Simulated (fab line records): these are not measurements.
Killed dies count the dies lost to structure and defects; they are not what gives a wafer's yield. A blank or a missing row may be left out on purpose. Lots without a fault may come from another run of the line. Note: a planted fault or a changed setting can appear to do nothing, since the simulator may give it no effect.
Matching of chambers    flow gf180mcu    cmp-01 running GF_V4_CMP_26: 4 sister chambers
The step polishes, stops on SiO2, t overpolish 15 s, target thk 0 nm. 16 wafers are shown with their chamber, then 8 later ones without.

WAFERS WITH THEIR CHAMBER
wafer   chamber  motorCurrentA (A)  timeToEndpointS (s)  retainingRingPressureFrac
L710.1  3        10.1               87.9                 0.996
L710.3  1        11.2               86.8                 1.000
L710.6  2        12.2               84.9                 1.005
L711.1  1        10.8               81.7                 1.005
L711.3  0        10.9               86.2                 1.003
L711.4  2        12.6               85.2                 1.007
L713.1  2        12.6               82.1                 1.000
L713.5  0        11.3               82.4                 0.993
L713.6  1        10.7               82.1                 1.002
L715.1  1        10.0               79.7                 1.002
L715.3  0        11.2               83.6                 1.000
L715.4  2        12.8               81.2                 1.005
L719.1  2        12.0               86.3                 0.996
L719.3  1        10.9               85.0                 0.994
L719.4  0        10.9               88.3                 0.994
L720.1  2        12.5               86.6                 0.999

SIGNATURES (means of the wafers above)
reading                    chamber 0  chamber 1  chamber 2  chamber 3  scatter within a chamber
motorCurrentA              11.075     10.720     12.450     10.100     0.335
timeToEndpointS            85.125     83.060     84.383     87.900     2.54
retainingRingPressureFrac  0.99750    1.00060    1.00200    0.99600    0.00436
Rule: for a wafer and a chamber, the distance is found by dividing, reading by reading, the gap between the wafer's reading and the chamber's mean by the reading's scatter, squaring, summing and taking the root. The wafer belongs to the nearest chamber; if the next one is less than 2 further off, it can't be placed. The scatter: take each reading less its chamber's mean, square it, sum over the shown wafers, divide by the number of wafers less the number of chambers, and take the root.

WAFERS WITH NO CHAMBER GIVEN
wafer   motorCurrentA (A)  timeToEndpointS (s)  retainingRingPressureFrac
L720.5  12.9               82.9                 1.005
L720.6  9.6                85.5                 0.994
L731.4  11.1               90.0                 1.010
L731.5  11.9               87.6                 1.003
L731.6  9.6                87.9                 0.998
L732.1  10.3               84.8                 1.004
L732.3  10.1               89.9                 1.004
L732.5  9.6                88.7                 0.999

CHAMBER TAKEN BY EACH
wafer   from the rows above                in truth
L720.5  2                                  2
L720.6  can't be placed: 3 or 1            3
L731.4  can't be placed: 0 or 1 or 3 or 2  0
L731.5  can't be placed: 2 or 0 or 1       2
L731.6  3                                  3
L732.1  can't be placed: 1 or 3 or 0       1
L732.3  can't be placed: 3 or 1 or 0       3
L732.5  3                                  3
3 of 8 placed correctly. These rows do not allow placing 5 (true chamber among the candidates in 5). Wrongly placed: 0.
